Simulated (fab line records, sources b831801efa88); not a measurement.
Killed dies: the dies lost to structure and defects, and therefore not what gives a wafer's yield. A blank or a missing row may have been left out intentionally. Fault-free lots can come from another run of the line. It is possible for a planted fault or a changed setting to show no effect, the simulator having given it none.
Chamber matching -- flow gf180mcu -- GF_V5_CMP_04 on cmp-02: 4 sister chambers
The step polishes SiO2. 4 wafers are shown with their chamber, then 7 later ones without.

== WAFERS, EACH WITH ITS CHAMBER ==
wafer,chamber,motorCurrentA (A)
L971.6,2,13.0
L975.4,0,12.3
L979.2,3,11.3
L979.4,1,16.5

== WAFERS WHOSE CHAMBER IS MISSING ==
wafer,motorCurrentA (A)
L979.6,12.9
L980.1,12.9
L980.2,10.3
L980.3,15.8
L985.1,13.6
L985.2,16.5
L985.4,11.0

== WHICH CHAMBER EACH WENT THROUGH ==
wafer,from the rows above,in truth
L979.6,can't be placed: 2 or 0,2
L980.1,can't be placed: 2 or 0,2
L980.2,can't be placed: 3 or 0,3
L980.3,1,1
L985.1,can't be placed: 2 or 0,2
L985.2,1,1
L985.4,can't be placed: 3 or 0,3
Correctly placed: 2 of 7. Unplaceable from these rows: 5, with the true chamber sitting among the candidates in 5. Wrongly placed: 0.
How it was worked out, from the rows above alone: a wafer's distance from a chamber is the root of the sum, over the readings, of the square of ((its reading less the chamber's mean) divided by the reading's scatter). The wafer belongs to the nearest chamber; if the next one is less than 2 further off, it can't be placed. A chamber's mean is the mean of its shown wafers. The scatter (one wafer shown for each chamber): square how far every hidden wafer sits from the nearest shown wafer, average those squares and take the square root.
